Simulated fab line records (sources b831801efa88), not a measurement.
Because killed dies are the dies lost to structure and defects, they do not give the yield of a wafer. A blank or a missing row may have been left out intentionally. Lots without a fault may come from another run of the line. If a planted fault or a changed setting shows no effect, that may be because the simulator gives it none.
A lot that was struck, set against a sound lot + flow sky130 + 15 steps out of a route of 708
Sound: the wafers L834.1, L834.3, L834.6. The struck wafers were L848.1, L848.4, L848.5. The cause is given at the end.
Per side, at each step with rows, come the tool, then ch with its chambers, and then its first start. Under that, the readings that differ: sound wafers + struck wafers + difference of the means + sigmas: that difference in standard deviations of wafers without a fault.
alike: same words and numbers on both sides, and readings whose means sit less than 2 such deviations apart. not compared: any withheld reading, any reading some wafer has no value for, any bound like >300 that may hide the same value, and any number with overlapping values for which the record gives no deviation.
Wherever a step has rows on one side only, a row that says differs or no value, or a row with sigmas, the two part there. Numbers that don't overlap but have no deviation are shown without sigmas and don't part them. A reading missing from all wafers of one side parts the sides only when that side holds two or more wafers.

first, 9 steps without rows for these wafers: SKY_CAP2M_CLEAN_17 (cleans in O3/DIW); SKY_METAL4_DEHYDRATE_05 (time 60 s); SKY_METAL4_HMDS_06 (prime time 60 s); SKY_METAL4_COAT_07 (resist thk 60 nm); SKY_METAL4_COAT_08 (resist thk 1140 nm); SKY_METAL4_SOFTBAKE_09 (time 90 s); SKY_METAL4_EXPOSE_10 (exposes mask MM4, target cd 300 nm); SKY_METAL4_PEB_11; SKY_METAL4_DEVELOP_12 (develop time 60 s).
SKY_METAL4_CD_MEAS_13: target cd 300 nm.
  struck on cd sem-02, day 47 15:09; sound on cd sem-02, day 44 10:25
  alike: cd nm
SKY_METAL4_OVL_MEAS_14:
  struck on overlay-02, day 47 15:16; sound on overlay-02, day 44 10:32
  alike: METAL4_OVL
SKY_METAL4_DESCUM_15: chemistry O2, time 8 s.
  sound on rie metal-03 ch 1, day 44 10:34; struck on rie metal-03 ch 0,1, day 47 15:19
  alike: drypump motor current A, oes product au, temp c
  not compared: rf hours counter h
SKY_METAL4_ETCH_16: etches BARC in N2/H2, stops on SiO2, time 88.2 s, target depth 60 nm.
  sound on rie metal-03 ch 1, day 44 10:37; struck on rie metal-03 ch 0,1, day 47 15:20
| reading               | sound             | struck            | difference | sigmas |
|-----------------------|-------------------|-------------------|------------|--------|
| oes product au (a.u.) | 0.622 0.625 0.609 | 0.643 0.645 0.646 | +0.026     | +6     |
| run length s (s)      | 120.0 119.8 119.8 | 112.5 113.2 113.4 | -6.8       | -7     |
  alike: drypump motor current A, throttle valve pct
  not compared: rf hours counter h
SKY_METAL4_ETCH_17: etches SiO2 in C4F8/O2/Ar, stops on TiN, time 3.9 s, target depth 15 nm.
  sound on rie diel-01 ch 0,2,3, day 44 10:44; struck on rie diel-01 ch 1,3, day 47 15:26
  alike: oes product au
  not compared: rf hours counter h
-- the record jumps here: 3 days lie between the struck wafers' starts before and after (it left off in module METAL4 and takes up again in module PAD_OPEN, whose first step shown is number 708 of the route) --
SKY_PAD_OPEN_PROBE_99:
  struck on prober-02, day 50 21:52; sound on prober-01, day 48 02:47
  alike: defect limited yield, killed_at_M0_to_M3, killed_at_M4_up, killed at contacts, killed at front end, killed at other, killed dies, killed open, killed short, sort_bin_3_pad_short, sort_bin_5_function, sort_bin_6_memory, sort n pass, sort yield pct

WHERE THEY PART
Only at SKY_METAL4_ETCH_16, as far as this record shows. Later steps at which nothing parts them and some readings are alike: SKY_METAL4_ETCH_17, SKY_PAD_OPEN_PROBE_99.

WHY: what the simulator had put in
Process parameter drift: rie metal-03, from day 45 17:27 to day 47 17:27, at SKY_METAL4_ETCH_16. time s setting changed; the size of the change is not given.
